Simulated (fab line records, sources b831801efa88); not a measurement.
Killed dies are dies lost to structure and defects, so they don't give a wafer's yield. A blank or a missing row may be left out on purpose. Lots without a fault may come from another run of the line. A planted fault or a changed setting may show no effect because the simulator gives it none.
Chamber matching | flow gf180mcu | GF_V4_CVD_00 on hdpcvd-02: 3 sister chambers
The step deposits SiO2, target thk 600 nm, time 100 s. 5 wafers are shown with their chamber, then 7 later ones without.

WAFERS WITH THEIR CHAMBER
wafer  | chamber | run_length_s (s) | pressure_mtorr (mTorr)
L870.2 | 0       | 128.6            | 6.012
L870.3 | 1       | 127.2            | 6.019
L870.5 | 2       | 127.5            | 5.976
L878.2 | 1       | 127.3            | 6.010
L878.3 | 2       | 127.7            | 5.996

WAFERS WITHOUT THEIR CHAMBER
wafer  | run_length_s (s) | pressure_mtorr (mTorr)
L878.4 | 127.2            | 5.997
L884.1 | 128.0            | 6.030
L884.3 | 128.1            | 6.022
L884.4 | 128.4            | 6.004
L886.1 | 128.5            | 5.984
L886.2 | 128.0            | 5.989
L886.4 | 127.8            | 6.029

WHICH CHAMBER EACH WENT THROUGH
wafer  | from the rows above          | in truth
L878.4 | 1                            | 1
L884.1 | can't be placed: 2 or 0 or 1 | 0
L884.3 | can't be placed: 0 or 2      | 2
L884.4 | 0                            | 0
L886.1 | 0                            | 0
L886.2 | 2                            | 2
L886.4 | can't be placed: 2 or 1      | 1
Placed correctly: 4 of 7. Can't be placed from these rows: 3 (the true chamber is among the candidates in 3). Placed wrongly: 0.
How it was worked out, from the rows above alone: a wafer's distance from a chamber is the root of the sum, over the readings, of the square of ((its reading less the chamber's mean) divided by the reading's scatter). The wafer belongs to the nearest chamber; if the next one is less than 2 further off, it can't be placed. A chamber's mean is the mean of its shown wafers. The scatter: the root of (the sum of the squares of (reading less its chamber's mean) over the shown wafers, divided by (wafers less chambers)).
